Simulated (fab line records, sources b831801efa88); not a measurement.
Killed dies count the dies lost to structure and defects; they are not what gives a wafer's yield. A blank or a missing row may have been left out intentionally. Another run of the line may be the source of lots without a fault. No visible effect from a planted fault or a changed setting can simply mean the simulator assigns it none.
fab line records | flow sky130
[record] lots = 7 | wafers = 19 | lastDay = 49
route steps=708 shown LI_CONTACT@364 PAD_OPEN@708
lots untouched by any fault: they come from a run of this same line in which no faults occurred
startH: hours from the record's opening day to when the first of the lot's shown wafers began | waitH: hours from the lot's prior step to this one | " as in the row above | L1.1+2: a single row standing in for several wafers | - either no value or no given start | * or withheld: withheld | < > ~ a bound
route shown NAME@n: a module of which the file shows steps, and the number in the route of the first | usual: mean/standard deviation taken from wafers without a fault | same: alike in all rows | chamber/n: place in a boat | sites: per-site readings | _std_site: standard deviation of those values | _edge_site: inner sites' mean taken away from outer sites' mean | radiusMm: how far each site lies from the wafer's centre | mask NAME#n: copy n | behind: the last tool/chamber to shape the wafer | hold: why the lot went on hold/how many hours it stayed there/how the hold came to an end | device: whichever transistor did not switch (one of n, p or np) | end of line: the tests these same wafers got at the end of their route | for a step that has no rows: nothing shown but its recipe | killed: count of dies lost to structure and defects at first sort (not the wafer's yield) | map: a wafer's dies, x killed, . not, _ none there
set.NAME: the setting the step ran with; set.NAME@STEP: the setting that earlier step ran with | model.NAME: the simulator's own value behind a step, which no gauge read
a table for each step, a row for each wafer; lots at some steps of the route
services: when a tool's chamber went out of use (startH, in hours from the record's first day, below 0 if earlier), for how many hours, and the reason
[[steps]]
[step SKY_LI_CONTACT_CMP_02]
[recipe] material = PSG | downForcePsi = 4 | platenRpm = 60 | padVelocityMS = 0.94248
[usual] motorCurrentA = 12.5/1.2 | retainingRingPressureFrac = 1.000/0.0048 | timeToEndpointS = 33.2/2.5
lot.wafer | tool   | chamber | startH | waitH | motorCurrentA | retainingRingPressureFrac | timeToEndpointS
L978.2    | cmp-02 | 0       | 653.52 | 0.0   | 11.0          | 1.000                     | 29.2
L978.1    | "      | 1       | "      | "     | 11.9          | 1.002                     | 30.4
L978.4    | "      | 2       | "      | "     | 14.0          | 1.006                     | 30.2
L988.3    | cmp-02 | 0       | 738.11 | 0.1   | 10.5          | 0.995                     | 34.9
L988.5    | "      | 2       | "      | "     | 13.1          | 0.995                     | 35.5
L988.6    | "      | 3       | "      | "     | 12.4          | 0.998                     | 38.2
L989.1    | cmp-02 | 1       | 747.78 | 0.3   | 12.7          | 0.997                     | 33.9
L989.4    | "      | 3       | "      | "     | 12.1          | 0.990                     | 33.1
L989.6    | "      | 2       | "      | "     | 14.1          | 0.995                     | 35.1
L990.4    | cmp-01 | 3       | 759.02 | 0.0   | 12.0          | 0.992                     | 30.4
L990.6    | "      | 3       | "      | "     | 11.5          | 0.997                     | 31.4
L990.5    | "      | 0       | "      | "     | 13.0          | 0.996                     | 36.0
L994.2    | cmp-02 | 2       | 782.79 | 0.0   | 13.7          | 1.000                     | 35.1
L994.3    | "      | 1       | "      | "     | 12.0          | 1.006                     | 36.1
L995.3    | cmp-01 | 3       | 791.15 | 0.1   | 11.8          | 1.005                     | 31.9
L995.2    | "      | 0       | "      | "     | 13.3          | 1.003                     | 38.0
L995.4    | "      | 1       | "      | "     | 11.5          | 1.009                     | 33.7
L996.3    | cmp-02 | 0       | 793.73 | 0.1   | 10.7          | 1.004                     | 30.3
L996.2    | "      | 2       | "      | "     | 14.6          | 0.999                     | 29.8
[step SKY_LI_CONTACT_BOW_MEAS_03]
[recipe] mode = bow
[usual] LI_CONTACT_BOW = 54/7.2
lot.wafer | tool         | chamber | startH | waitH | LI_CONTACT_BOW[um]
L978.1    | filmMetro-03 | -       | 653.82 | 0.2   | 64
L978.2    | "            | -       | "      | "     | 57
L978.4    | "            | -       | "      | "     | 43
L988.3    | filmMetro-04 | -       | 738.35 | 0.2   | 51
L988.5    | "            | -       | "      | "     | 50
L988.6    | "            | -       | "      | "     | 58
L989.1    | filmMetro-04 | -       | 748.08 | 0.2   | 51
L989.4    | "            | -       | "      | "     | 48
L989.6    | "            | -       | "      | "     | 54
L990.4    | filmMetro-03 | -       | 759.38 | 0.3   | 48
L990.5    | "            | -       | "      | "     | 54
L990.6    | "            | -       | "      | "     | 49
L994.2    | filmMetro-02 | -       | 783.11 | 0.3   | 49
L994.3    | "            | -       | "      | "     | 55
L995.2    | filmMetro-03 | -       | 791.42 | 0.2   | 58
L995.3    | "            | -       | "      | "     | 56
L995.4    | "            | -       | "      | "     | 59
L996.2    | filmMetro-03 | -       | 794.00 | 0.1   | 45
L996.3    | "            | -       | "      | "     | 66
[step SKY_LI_CONTACT_DEHYDRATE_04]
[recipe] tempC = 200 | timeS = 60
[step SKY_LI_CONTACT_HMDS_05]
[recipe] primeTimeS = 60 | primeTempC = 120
[step SKY_LI_CONTACT_COAT_06]
[recipe] resist = BARC | tempC = withheld | timeS = withheld | spinRpm = 3000 | resistThkNm = 60
[step SKY_LI_CONTACT_COAT_07]
[recipe] resist = KrF-thick | spinRpm = 3000 | resistThkNm = 450
[step SKY_LI_CONTACT_SOFTBAKE_08]
[recipe] tempC = 100 | timeS = 90 | resist = KrF-thick
[step SKY_LI_CONTACT_EXPOSE_09]
[recipe] maskId = LICM1 | na = 0.8 | sourceShape = annular | sigmaInner = 0.55 | sigmaOuter = 0.85 | targetCdNm = 170 | doseMj = 38
[step SKY_LI_CONTACT_PEB_10]
[recipe] pebTempC = withheld | pebTimeS = withheld | resist = KrF-thick
[step SKY_LI_CONTACT_DEVELOP_11]
[recipe] developTimeS = 60 | resist = KrF-thick | devTempC = 21
[step SKY_LI_CONTACT_CD_MEAS_12]
[recipe] targetCdNm = 170
[usual] cdNm = 170.4/1.7
lot.wafer | tool     | chamber | startH | waitH | cdNm
L978.1    | cdSem-02 | -       | 682.01 | -     | 169.0
L978.2    | "        | -       | "      | "     | 170.9
L978.4    | "        | -       | "      | "     | 167.6
L988.3    | cdSem-01 | -       | 764.76 | -     | 169.2
L988.5    | "        | -       | "      | "     | 170.7
L988.6    | "        | -       | "      | "     | 170.0
L989.1    | cdSem-02 | -       | 774.42 | -     | 169.8
L989.4    | "        | -       | "      | "     | 169.7
L989.6    | "        | -       | "      | "     | 168.9
L990.4    | cdSem-02 | -       | 785.52 | -     | 172.7
L990.5    | "        | -       | "      | "     | 172.0
L990.6    | "        | -       | "      | "     | 173.1
L994.2    | cdSem-01 | -       | 807.68 | -     | 169.2
L994.3    | "        | -       | "      | "     | 168.5
L995.2    | cdSem-01 | -       | 817.13 | -     | 171.2
L995.3    | "        | -       | "      | "     | 171.3
L995.4    | "        | -       | "      | "     | 172.5
L996.2    | cdSem-02 | -       | 819.88 | -     | 168.7
L996.3    | "        | -       | "      | "     | 168.7
[step SKY_LI_CONTACT_OVL_MEAS_13]
[usual] LI_CONTACT_OVL = -1/5.7
lot.wafer | tool       | chamber | startH | waitH | LI_CONTACT_OVL[nm]
L978.1    | overlay-01 | -       | 682.13 | 0.1   | -3
L978.2    | "          | -       | "      | "     | 0
L978.4    | "          | -       | "      | "     | -7
L988.3    | overlay-01 | -       | 764.85 | 0.1   | 0
L988.5    | "          | -       | "      | "     | 2
L988.6    | "          | -       | "      | "     | 7
L989.1    | overlay-01 | -       | 774.54 | 0.1   | 1
L989.4    | "          | -       | "      | "     | 2
L989.6    | "          | -       | "      | "     | 3
L990.4    | overlay-02 | -       | 785.60 | 0.1   | -6
L990.5    | "          | -       | "      | "     | -2
L990.6    | "          | -       | "      | "     | 2
L994.2    | overlay-01 | -       | 807.79 | 0.1   | 8
L994.3    | "          | -       | "      | "     | 1
L995.2    | overlay-01 | -       | 817.24 | 0.1   | 5
L995.3    | "          | -       | "      | "     | 2
L995.4    | "          | -       | "      | "     | 10
L996.2    | overlay-01 | -       | 819.99 | 0.1   | 3
L996.3    | "          | -       | "      | "     | 0
[step SKY_LI_CONTACT_ETCH_14]
[recipe] chemistry = N2/H2 | target = BARC | ionEnergyEv = 200 | sourceW = 500 | biasW = 100 | pressureMtorr = 30 | n2FlowSccm = 100 | h2FlowSccm = 200 | stopOn = SiO2 | timeS = 45.9 | targetDepthA = 600
[usual] drypumpMotorCurrentA = 5.7/0.44 | h2FlowSccm = 200.0/0.59 | oesProductAu = 0.855/0.0051 | runLengthS = 74.3/0.45 | throttleValvePct = 13.225/0.009
lot.wafer | tool       | chamber | startH | waitH | drypumpMotorCurrentA | h2FlowSccm | oesProductAu | rfHoursCounterH | runLengthS | throttleValvePct | model.KrF-thick_of_LI_CONTACT_COAT_07.thkNm | model.LI_CONTACT.cdNm | model.SiO2_of_SONOS_ONO_CVD_04.thkNm
L978.1    | rieDiel-04 | 2       | 682.17 | 0.0   | 5.5                  | 201.0      | 0.854        | 34              | 74.3       | 13.231           | 391.2                                       | 170                   | 4.242
L978.2    | "          | 0       | "      | "     | 6.4                  | 200.4      | 0.853        | 45              | 74.5       | 13.231           | 391.1                                       | 171.9                 | 4.264
L978.4    | "          | 1       | "      | "     | 5.6                  | 200.0      | 0.856        | 11              | 74.4       | 13.232           | 390.6                                       | 167.5                 | 4.313
L988.3    | rieDiel-01 | 0       | 764.88 | 0.0   | 5.7                  | 199.6      | 0.856        | 2               | 74.1       | 13.215           | 391.6                                       | 167.5                 | 4.176
L988.5    | "          | 1       | "      | "     | 6.2                  | 198.6      | 0.863        | -               | 74.3       | 13.227           | 392.3                                       | 170.1                 | 4.241
L988.6    | "          | 2       | "      | "     | 6.3                  | 199.3      | 0.850        | -               | 74.3       | 13.224           | 392.9                                       | 169.8                 | 4.244
L989.1    | rieDiel-01 | 3       | 774.58 | 0.0   | 5.7                  | 199.6      | 0.862        | 10              | 75.1       | 13.209           | 391.5                                       | 170.3                 | 4.283
L989.4    | "          | 2       | "      | "     | 6.3                  | 200.3      | 0.857        | 3               | 74.3       | 13.226           | 394.3                                       | 170.3                 | 4.184
L989.6    | "          | 0       | "      | "     | 5.7                  | 200.5      | 0.852        | -               | 74.1       | 13.216           | 393.1                                       | 167.5                 | 4.406
L990.4    | rieDiel-02 | 1       | 785.62 | 0.0   | 5.9                  | 200.4      | 0.851        | 10              | 73.7       | 13.222           | 389.5                                       | 172.2                 | 4.366
L990.5    | "          | 0       | "      | "     | 6.3                  | 200.7      | 0.859        | -               | 74.1       | 13.223           | 390.7                                       | 171.2                 | 4.423
L990.6    | "          | 3       | "      | "     | 5.3                  | 201.0      | 0.858        | -               | 75.1       | 13.209           | 391.5                                       | 172.7                 | 4.435
L994.2    | rieDiel-02 | 1       | 807.82 | 0.0   | 5.9                  | 200.0      | 0.670        | 11              | 103.1      | 13.199           | 366.7                                       | 175                   | 2.891
L994.3    | "          | 2       | "      | "     | 5.2                  | 200.5      | 0.861        | 8               | 73.9       | 13.221           | 394.8                                       | 167.7                 | 4.127
L995.2    | rieDiel-02 | 0       | 817.27 | 0.0   | 6.3                  | 200.5      | 0.672        | 12              | 103.1      | 13.211           | 366.8                                       | 176.4                 | 2.985
L995.3    | "          | 1       | "      | "     | 5.9                  | 200.0      | 0.855        | 11              | 73.5       | 13.228           | 393.8                                       | 171.7                 | 4.291
L995.4    | "          | 3       | "      | "     | 5.3                  | 200.0      | 0.854        | 18              | 74.7       | 13.220           | 394.5                                       | 171.8                 | 4.221
L996.2    | rieDiel-02 | 1       | 820.02 | 0.0   | 5.9                  | 198.4      | 0.675        | 11              | 103.1      | 13.196           | 364.9                                       | 174.2                 | 2.942
L996.3    | "          | 2       | "      | "     | 5.2                  | 200.0      | 0.858        | 8               | 74.2       | 13.210           | 394.5                                       | 167.4                 | 4.26
[step SKY_LI_CONTACT_ETCH_15]
[recipe] target = PSG | chemistry = C4F8/O2/Ar | stopOn = Si | taperDeg = 4.15 | maskMaterial = KrF-thick | sourceW = 1500 | biasW = 1200 | pressureMtorr = 40 | c4f8FlowSccm = withheld | O2_flow_sccm = 6 | Ar_flow_sccm = 300 | timeS = withheld | targetDepthA = 6000
[usual] oesProductAu = 0.837/0.0043
lot.wafer | tool       | chamber | startH | waitH | oesProductAu | model.KrF-thick_of_LI_CONTACT_COAT_07.thkNm | model.LI_CONTACT.cdNm
L978.1    | rieDiel-04 | 2       | 682.21 | 0.0   | 0.839        | 231.4                                       | 170
L978.2    | "          | 0       | "      | "     | 0.830        | 227                                         | 172.1
L978.4    | "          | 1       | "      | "     | 0.836        | 231.6                                       | 166.8
L988.3    | rieDiel-01 | 0       | 764.92 | 0.0   | 0.833        | 228.1                                       | 168.2
L988.5    | "          | 1       | "      | "     | 0.836        | 226                                         | 169.8
L988.6    | "          | 2       | "      | "     | 0.842        | 231.5                                       | 170.1
L989.1    | rieDiel-01 | 3       | 774.62 | 0.0   | 0.829        | 226.7                                       | 169.7
L989.4    | "          | 2       | "      | "     | 0.839        | 233.8                                       | 170.3
L989.6    | "          | 0       | "      | "     | 0.843        | 231.2                                       | 167.6
L990.4    | rieDiel-02 | 1       | 785.66 | 0.0   | 0.837        | 226.3                                       | 173.2
L990.5    | "          | 0       | "      | "     | 0.837        | 231.9                                       | 170.8
L990.6    | "          | 3       | "      | "     | 0.829        | 234.3                                       | 172.2
L994.2    | rieDiel-02 | 1       | 807.86 | 0.0   | 0.835        | 204.3                                       | 176.1
L994.3    | "          | 2       | "      | "     | 0.835        | 235.3                                       | 167.8
L995.2    | rieDiel-02 | 0       | 817.31 | 0.0   | 0.841        | 208.4                                       | 175.8
L995.3    | "          | 1       | "      | "     | 0.842        | 230.2                                       | 172.6
L995.4    | "          | 3       | "      | "     | 0.838        | 235.9                                       | 171
L996.2    | rieDiel-02 | 1       | 820.06 | 0.0   | 0.837        | 200.5                                       | 175.1
L996.3    | "          | 2       | "      | "     | 0.842        | 234.2                                       | 167.4
[step SKY_LI_CONTACT_STRIP_16]
[recipe] chemistry = O2/N2 | powerW = 1400 | pressureMtorr = 1500 | platenTempC = withheld | o2FlowSccm = 3000 | n2FlowSccm = 300 | overashFraction = 0.5
[usual] drypumpMotorCurrentA = 5.6/0.47 | oesProductAu = 0.375/0.0047 | stripTimeToEndpointS = 3.50/0.041
lot.wafer | tool           | chamber | startH | waitH | drypumpMotorCurrentA | oesProductAu | rfHoursCounterH | stripTimeToEndpointS
L978.1    | plasmaAsher-04 | 1       | 682.29 | -     | 5.9                  | 0.373        | 96              | 3.50
L978.2    | "              | 0       | "      | "     | 4.8                  | 0.375        | 96              | 3.44
L978.4    | "              | 0       | "      | "     | 4.8                  | 0.379        | -               | 3.51
L988.3    | plasmaAsher-03 | 1       | 765.04 | -     | 5.7                  | 0.372        | -               | 3.45
L988.5    | "              | 1       | "      | "     | 5.6                  | 0.365        | -               | 3.43
L988.6    | "              | 0       | "      | "     | 6.0                  | 0.371        | -               | 3.48
L989.1    | plasmaAsher-04 | 1       | 774.71 | -     | 5.9                  | 0.374        | 3               | 3.45
L989.4    | "              | 0       | "      | "     | 4.8                  | 0.385        | -               | 3.52
L989.6    | "              | 0       | "      | "     | 4.8                  | 0.378        | -               | 3.50
L990.4    | plasmaAsher-03 | 1       | 785.78 | -     | 5.7                  | 0.371        | -               | 3.44
L990.5    | "              | 0       | "      | "     | 6.0                  | 0.368        | -               | 3.49
L990.6    | "              | 1       | "      | "     | 5.6                  | 0.373        | -               | 3.54
L994.2    | plasmaAsher-04 | 1       | 807.95 | -     | 5.9                  | 0.357        | 6               | 3.22
L994.3    | "              | 0       | "      | "     | 4.8                  | 0.383        | -               | 3.54
L995.2    | plasmaAsher-04 | 1       | 817.40 | -     | 5.9                  | 0.366        | 7               | 3.25
L995.3    | "              | 0       | "      | "     | 4.8                  | 0.375        | -               | 3.49
L995.4    | "              | 1       | "      | "     | 5.9                  | 0.385        | -               | 3.54
L996.2    | plasmaAsher-01 | 0       | 820.15 | -     | 5.9                  | 0.359        | 71              | 3.17
L996.3    | "              | 1       | "      | "     | 5.9                  | 0.375        | -               | 3.53
[step SKY_LI_CONTACT_CLEAN_17]
[recipe] chemistry = NMP | timeS = 600 | tempC = 60 | dry = n2Spin
[step SKY_PAD_OPEN_PROBE_99]
[usual] killed_at_M0_to_M3 = 43/6.4 | killed_at_M4_up = 2.8/1.7 | killedAtContacts = 24/5.5 | killedAtFrontEnd = 15/4 | killedAtOther = 0.3/0.54 | killedDies = 86/9.1 | killedOpen = 47/6.6 | killedShort = 39/6.2
[same] grossDies = 492 | killedAtBackSide = 0
lot.wafer | tool      | chamber | startH  | waitH | killed_at_M0_to_M3 | killed_at_M4_up | killedAtContacts | killedAtFrontEnd | killedAtOther | killedDies | killedOpen | killedShort | model.etest.liconPdiff.rcOhm | model.etest.liconNdiff.rcOhm | model.etest.liconPoly.rcOhm
L978.1    | prober-02 | -       | 1081.55 | 0.1   | 47                 | 3               | 30               | 11               | 0             | 91         | 57         | 34          | 577                          | 187.2                        | 152.7
L978.2    | prober-02 | -       | 1081.60 | 0.1   | 49                 | 2               | 30               | 16               | 0             | 97         | 52         | 45          | 541.4                        | 175.3                        | 149.1
L978.4    | prober-02 | -       | 1081.70 | 0.2   | 45                 | 3               | 26               | 17               | 0             | 91         | 43         | 48          | 610.3                        | 187.8                        | 159.2
L988.3    | prober-01 | -       | 1137.42 | 0.2   | 42                 | 4               | 22               | 14               | 0             | 82         | 43         | 39          | 569.7                        | 182.6                        | 153.4
L988.5    | prober-01 | -       | 1137.52 | 0.2   | 38                 | 5               | 24               | 19               | 0             | 86         | 55         | 31          | 576                          | 175.2                        | 152.3
L988.6    | prober-01 | -       | 1137.57 | 0.2   | 37                 | 1               | 21               | 13               | 0             | 72         | 42         | 30          | 571.4                        | 180.5                        | 150.1
L989.1    | prober-02 | -       | 1148.14 | 0.1   | 29                 | 0               | 21               | 20               | 0             | 70         | 38         | 32          | 576.4                        | 170.7                        | 148.4
L989.4    | prober-02 | -       | 1148.29 | 0.2   | 48                 | 4               | 28               | 16               | 0             | 96         | 61         | 35          | 567.3                        | 180.9                        | 146.1
L989.6    | prober-02 | -       | 1148.39 | 0.2   | 53                 | 3               | 20               | 22               | 1             | 99         | 58         | 41          | 591.9                        | 186.9                        | 149.3
L990.4    | prober-01 | -       | 1155.94 | 0.2   | 51                 | 4               | 30               | 6                | 0             | 91         | 58         | 33          | 560.8                        | 176.9                        | 149
L990.5    | prober-01 | -       | 1155.99 | 0.2   | 45                 | 4               | 32               | 14               | 0             | 95         | 53         | 42          | 573.5                        | 179.7                        | 157.6
L990.6    | prober-01 | -       | 1156.04 | 0.2   | 50                 | 4               | 29               | 15               | 0             | 98         | 56         | 42          | 595.6                        | 180.6                        | 151.3
L994.2    | prober-01 | -       | 1169.90 | 0.1   | 38                 | 3               | 32               | 16               | 1             | 90         | 51         | 39          | 541.6                        | 168.1                        | 143.2
L994.3    | prober-01 | -       | 1169.95 | 0.2   | 44                 | 3               | 18               | 15               | 0             | 80         | 41         | 39          | 594.5                        | 181.2                        | 155.9
L995.2    | prober-02 | -       | 1174.80 | 0.1   | 41                 | 3               | 19               | 18               | 0             | 81         | 46         | 35          | 573.2                        | 174.7                        | 138.7
L995.3    | prober-02 | -       | 1174.85 | 0.2   | 47                 | 2               | 16               | 13               | 1             | 79         | 46         | 33          | 562.2                        | 177.7                        | 148.5
L995.4    | prober-02 | -       | 1174.90 | 0.2   | 41                 | 3               | 27               | 13               | 0             | 84         | 48         | 36          | 570.3                        | 179.7                        | 152.2
L996.2    | prober-01 | -       | 1178.44 | 0.1   | 55                 | 3               | 24               | 11               | 0             | 93         | 54         | 39          | 530.1                        | 169.8                        | 141.2
L996.3    | prober-01 | -       | 1178.49 | 0.2   | 39                 | 4               | 15               | 17               | 0             | 75         | 42         | 33          | 582                          | 185.1                        | 155.1
// killed by level:class
L978.1 LI_CONTACT:geometricParticle:open=12 CONTACT:geometricParticle:open=11 VIA3:geometricParticle:open=10 VIA1:geometricParticle:short=8 VIA1:geometricParticle:open=7 METAL1:geometricParticle:short=5 VIA2:geometricParticle:open=4 CONTACT:geometricParticle:short=4
L978.2 CONTACT:geometricParticle:open=10 VIA2:geometricParticle:open=8 VIA1:geometricParticle:open=7 VIA3:geometricParticle:open=7 LI_CONTACT:geometricParticle:open=6 METAL1:geometricParticle:short=6 VIA3:geometricParticle:short=6 LOCAL_INTERCONNECT:geometricParticle:short=5
L978.4 CONTACT:geometricParticle:open=10 VIA1:geometricParticle:open=9 VIA3:geometricParticle:open=7 CONTACT:geometricParticle:short=6 FIELD_ISO:geometricParticle:short=5 POLY_GATE:geometricParticle:short=5 METAL1:geometricParticle:short=5 VIA1:geometricParticle:short=5
L988.3 VIA1:geometricParticle:open=13 LI_CONTACT:geometricParticle:open=9 VIA2:geometricParticle:open=7 POLY_GATE:geometricParticle:short=6 CONTACT:geometricParticle:open=5 METAL4:geometricParticle:short=4 CONTACT:geometricParticle:short=4 METAL1:geometricParticle:short=4
L988.5 CONTACT:geometricParticle:open=14 VIA3:geometricParticle:open=9 VIA1:geometricParticle:open=8 VIA2:geometricParticle:open=7 FIELD_ISO:geometricParticle:short=6 POLY_GATE:geometricParticle:open=4 FIELD_ISO:geometricParticle:open=3 LOCAL_INTERCONNECT:geometricParticle:short=3
L988.6 CONTACT:geometricParticle:open=9 VIA1:geometricParticle:open=7 VIA2:geometricParticle:open=7 LI_CONTACT:geometricParticle:open=6 CONTACT:geometricParticle:short=5 VIA3:geometricParticle:open=4 POLY_GATE:geometricParticle:short=4 VIA2:geometricParticle:short=3
L989.1 VIA1:geometricParticle:open=10 CONTACT:geometricParticle:open=8 POLY_GATE:geometricParticle:short=7 CONTACT:geometricParticle:short=6 FIELD_ISO:geometricParticle:short=4 POLY_GATE:geometricParticle:open=4 METAL2:geometricParticle:short=4 VIA3:geometricParticle:open=4
L989.4 VIA1:geometricParticle:open=19 CONTACT:geometricParticle:open=12 LI_CONTACT:geometricParticle:open=7 METAL1:geometricParticle:short=7 FIELD_ISO:geometricParticle:open=5 VIA3:geometricParticle:open=5 FIELD_ISO:geometricParticle:short=4 CONTACT:geometricParticle:short=4
L989.6 VIA1:geometricParticle:open=15 VIA3:geometricParticle:open=9 CONTACT:geometricParticle:open=8 VIA1:geometricParticle:short=7 FIELD_ISO:geometricParticle:open=6 FIELD_ISO:geometricParticle:short=5 LI_CONTACT:geometricParticle:open=5 METAL2:geometricParticle:short=5
L990.4 VIA1:geometricParticle:open=14 LI_CONTACT:geometricParticle:open=12 CONTACT:geometricParticle:open=9 VIA2:geometricParticle:open=9 VIA3:geometricParticle:open=7 METAL3:geometricParticle:short=6 CONTACT:geometricParticle:short=5 METAL1:geometricParticle:short=5
L990.5 VIA1:geometricParticle:open=11 CONTACT:geometricParticle:open=9 METAL3:geometricParticle:short=9 VIA3:geometricParticle:open=8 LI_CONTACT:geometricParticle:open=7 LOCAL_INTERCONNECT:geometricParticle:short=7 POLY_GATE:geometricParticle:open=5 CONTACT:geometricParticle:short=5
L990.6 LI_CONTACT:geometricParticle:open=11 VIA1:geometricParticle:open=11 CONTACT:geometricParticle:open=10 METAL1:geometricParticle:short=9 VIA2:geometricParticle:open=8 POLY_GATE:geometricParticle:short=7 VIA1:geometricParticle:short=7 METAL2:geometricParticle:short=4
L994.2 CONTACT:geometricParticle:open=10 VIA1:geometricParticle:open=10 METAL2:geometricParticle:short=9 VIA2:geometricParticle:open=9 POLY_GATE:geometricParticle:short=6 LI_CONTACT:geometricParticle:open=6 LOCAL_INTERCONNECT:geometricParticle:short=6 FIELD_ISO:geometricParticle:open=5
L994.3 VIA1:geometricParticle:open=11 LI_CONTACT:geometricParticle:open=7 VIA1:geometricParticle:short=5 VIA3:geometricParticle:open=5 VIA2:geometricParticle:open=4 CONTACT:geometricParticle:open=4 METAL2:geometricParticle:short=4 METAL3:geometricParticle:short=4
L995.2 VIA2:geometricParticle:open=8 LI_CONTACT:geometricParticle:open=8 VIA1:geometricParticle:open=8 VIA3:geometricParticle:open=8 METAL3:geometricParticle:short=6 POLY_GATE:geometricParticle:short=5 FIELD_ISO:geometricParticle:short=4 POLY_GATE:geometricParticle:open=4
L995.3 VIA2:geometricParticle:open=14 VIA1:geometricParticle:open=9 LI_CONTACT:geometricParticle:short=5 METAL1:geometricParticle:short=5 VIA3:geometricParticle:open=5 FIELD_ISO:geometricParticle:open=4 POLY_GATE:geometricParticle:open=4 VIA2:geometricParticle:short=3
L995.4 VIA1:geometricParticle:open=14 LI_CONTACT:geometricParticle:open=8 CONTACT:geometricParticle:open=8 CONTACT:geometricParticle:short=7 METAL2:geometricParticle:short=5 METAL3:geometricParticle:short=5 VIA2:geometricParticle:open=5 VIA3:geometricParticle:open=5
L996.2 VIA2:geometricParticle:open=12 CONTACT:geometricParticle:open=11 VIA1:geometricParticle:open=9 LI_CONTACT:geometricParticle:open=8 VIA1:geometricParticle:short=8 METAL1:geometricParticle:short=7 VIA3:geometricParticle:short=5 VIA3:geometricParticle:open=5
L996.3 VIA2:geometricParticle:open=10 CONTACT:geometricParticle:open=6 VIA1:geometricParticle:open=6 POLY_GATE:geometricParticle:short=5 METAL2:geometricParticle:short=5 FIELD_ISO:geometricParticle:open=4 METAL1:geometricParticle:short=4 VIA3:geometricParticle:open=4
[[services]]
tool           | chamber | startH | hours | kind
rieDiel-04     | -       | 631.72 | 14.6  | pm
cmp-01         | -       | 635.82 | 0.5   | repair
plasmaAsher-04 | -       | 637.50 | 14.6  | pm
rieDiel-02     | 3       | 641.88 | 6.6   | repair
plasmaAsher-03 | -       | 658.24 | 15.6  | pm
rieDiel-04     | 2       | 664.35 | 6.6   | repair
cmp-01         | -       | 664.71 | 1.3   | repair
rieDiel-02     | -       | 669.90 | 1.2   | repair
rieDiel-01     | 1       | 694.38 | 3.8   | repair
cmp-02         | -       | 697.87 | 0.3   | repair
cmp-01         | -       | 723.79 | 6.6   | pm
rieDiel-01     | 1       | 725.57 | 6.5   | repair
cmp-01         | -       | 733.13 | 6.6   | repair
plasmaAsher-04 | -       | 733.75 | 9.0   | pm
cmp-01         | -       | 742.89 | 5.5   | pm
plasmaAsher-03 | -       | 745.30 | 1.6   | repair
cmp-02         | -       | 750.62 | 4.0   | pm
rieDiel-01     | 3       | 760.04 | 3.0   | repair
rieDiel-02     | 0       | 768.13 | 8.8   | repair
cmp-01         | -       | 801.21 | 0.7   | repair
cmp-02         | -       | 801.94 | 3.8   | pm
cmp-02         | -       | 808.34 | 0.3   | repair
rieDiel-01     | -       | 810.39 | 0.5   | repair
plasmaAsher-04 | -       | 810.80 | 2.8   | pm
[[key]]
[firstSign] step = SKY_LI_CONTACT_ETCH_14 | reading = runLengthS | direction = up | sigmas = 65 | usual = * | struck = *
[effect] step = SKY_LI_CONTACT_ETCH_14 | reading = oesProductAu | direction = down | sigmas = 36 | usual = 0.855 | struck = 0.672
[effect] step = SKY_LI_CONTACT_STRIP_16 | reading = stripTimeToEndpointS | direction = down | sigmas = 6.9 | usual = * | struck = *
[modelEffect] step = SKY_LI_CONTACT_ETCH_14 | value = KrF-thick_of_LI_CONTACT_COAT_07.thkNm | without = 394.5 | struck = 366.1
[modelEffect] step = SKY_LI_CONTACT_ETCH_15 | value = KrF-thick_of_LI_CONTACT_COAT_07.thkNm | without = 232.8 | struck = 204.4
[modelEffect] step = SKY_PAD_OPEN_PROBE_99 | value = etest.liconPdiff.rcOhm | without = 576.4 | struck = 548.3
metAt SKY_LI_CONTACT_ETCH_14
struckWafers L994.2,L995.2,L996.2
testerLeftOut L994,L995,L996
onsetBetween 785.62 807.82
[fault] kind = processParameterDrift | tool = rieDiel-02 | chamber = - | onsetH = 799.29 | steps = SKY_LI_CONTACT_ETCH_14 | channel = timeS | offset = * | shape = step | endH = 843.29 | scope = struckWafersOnly | actsIn = * | stated = *
// testerLeftOut: of these lots the tester's yield and bins aren't shown, on N5 and GAA mostly nor the transistor test; their killed dies are dies lost to structure and defects alone, not to doping, threshold or leakage, so they don't give the yield
